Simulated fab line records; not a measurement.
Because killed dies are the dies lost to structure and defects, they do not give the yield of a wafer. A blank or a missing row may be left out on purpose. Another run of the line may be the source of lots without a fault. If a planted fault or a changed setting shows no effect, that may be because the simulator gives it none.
Problem report in the 8D (eight disciplines) form, filled by code || flow sky130 || the parts of the form that need people (team, actions taken, sign-off) are left out

1. WHAT WENT WRONG
Mean FIELD_ISO_CVD_24_THK at SKY_FIELD_ISO_THK_MEAS_25: 274 nm over 3 wafers in 3 lots; fault-free wafers: 598 nm, standard deviation 6.7. Relative to the usual mean, that is a shift of -48 standard deviations.
First seen on wafer L865.3, day 3 23:23, on filmMetro-04. At this step, 39 wafers from 13 lots have a number in the record. Rule for "out" (also "out of limits"): further than 4 standard deviations from the usual mean. Any other wafer with a number is counted as sound.

2. WHAT IT IS, WHAT IT ISN'T
{"question": "which readings at this step", "is": "FIELD_ISO_CVD_24_THK", "is not": "-"}
{"question": "which lots", "is": "L865, L866, L867", "is not": "L857, L860, L861, L862, L863, L864, L868, L875, L878, L880"}
{"question": "which wafers of those lots", "is": "L865.3, L866.2, L867.2", "is not": "L865.2, L865.5, L866.5, L866.6, L867.1, L867.5"}
{"question": "read on which gauges", "is": "filmMetro-04", "is not": "filmMetro-01, filmMetro-03"}
{"question": "when", "is": "from day 3 23:23", "is not": "up to then (20 sound wafers); but 16 sound wafers of L866, L867, L868, L875, L878, L880 came after"}

3. THE SUSPECTS, EACH WITH WHAT RULES IT OUT
Counting: a tool at a process step up to the reading stays a suspect if it ran every lot that is out. Sound lots after the first of them don't rule it out here, since some wafers of a struck lot are sound.
- ruled out: the gauge at SKY_FIELD_ISO_THK_MEAS_25. All the wafers that are out were read on filmMetro-04, but those of them that SKY_FIELD_ISO_CMP_27 has rows for are out there too, on other tools.
- hdpcvd-01 at SKY_FIELD_ISO_CVD_24 (deposits SiO2, target thk 595 nm, time 99.2 s): kept. It processed each lot that is out (first: L865, day 3 23:18); up to then, its last sound lot is L864 (day 3 20:23).
Left after counting: hdpcvd-01 at SKY_FIELD_ISO_CVD_24.

4. THE CAUSE (what the simulator had put in)
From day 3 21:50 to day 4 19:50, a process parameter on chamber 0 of hdpcvd-01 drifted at SKY_FIELD_ISO_CVD_24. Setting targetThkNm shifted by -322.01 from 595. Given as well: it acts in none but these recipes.
Only this tool survived the counting.

5. SEQUENCE OF EFFECTS, ordered by route
Rows list readings where the struck wafers' mean (over those with a number) sits beyond 3 standard deviations from the usual. Only readings whose record carries a usual standard deviation are examined. hours: median over the lots of the time between each lot's start at the first step of this table that gives one and its start at this step. sigmas: the change, counted in usual standard deviations.
{"hours": 0, "step": "SKY_FIELD_ISO_THK_MEAS_25", "reading": "FIELD_ISO_CVD_24_THK", "usual": "598 nm", "on struck wafers": 274, "change": -324, "sigmas": -48}
{"hours": 2, "step": "SKY_FIELD_ISO_CMP_27", "reading": "timeToEndpointS", "usual": "113 s", "on struck wafers": 51, "change": -62, "sigmas": -20}
{"hours": 1050, "step": "SKY_PAD_OPEN_PROBE_99", "reading": "killedAtFrontEnd", "usual": 15, "on struck wafers": 433, "change": "+418", "sigmas": "+97"}
{"hours": 1050, "step": "SKY_PAD_OPEN_PROBE_99", "reading": "killedDies", "usual": 87, "on struck wafers": 492, "change": "+405", "sigmas": "+37"}
{"hours": 1050, "step": "SKY_PAD_OPEN_PROBE_99", "reading": "killedOnRim", "usual": 17, "on struck wafers": 96, "change": "+79", "sigmas": "+22"}
It contains these process steps:
- SKY_FIELD_ISO_CMP_27: polishes, stops on Si3N4, t overpolish 16 s, target thk 457.8 nm.
- SKY_PAD_OPEN_PROBE_99

6. HOW IT WOULD HAVE BEEN CAUGHT EARLIER
2 hours passed between the start of the fault at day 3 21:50 and the first reading out of limits at a measuring or inspecting step in this record, taken at day 3 23:23.
L866, L867, from the lots that are out (3), started SKY_FIELD_ISO_CVD_24 on hdpcvd-01 later than day 3 23:23. A hold on the tool at that time would have spared those 2.
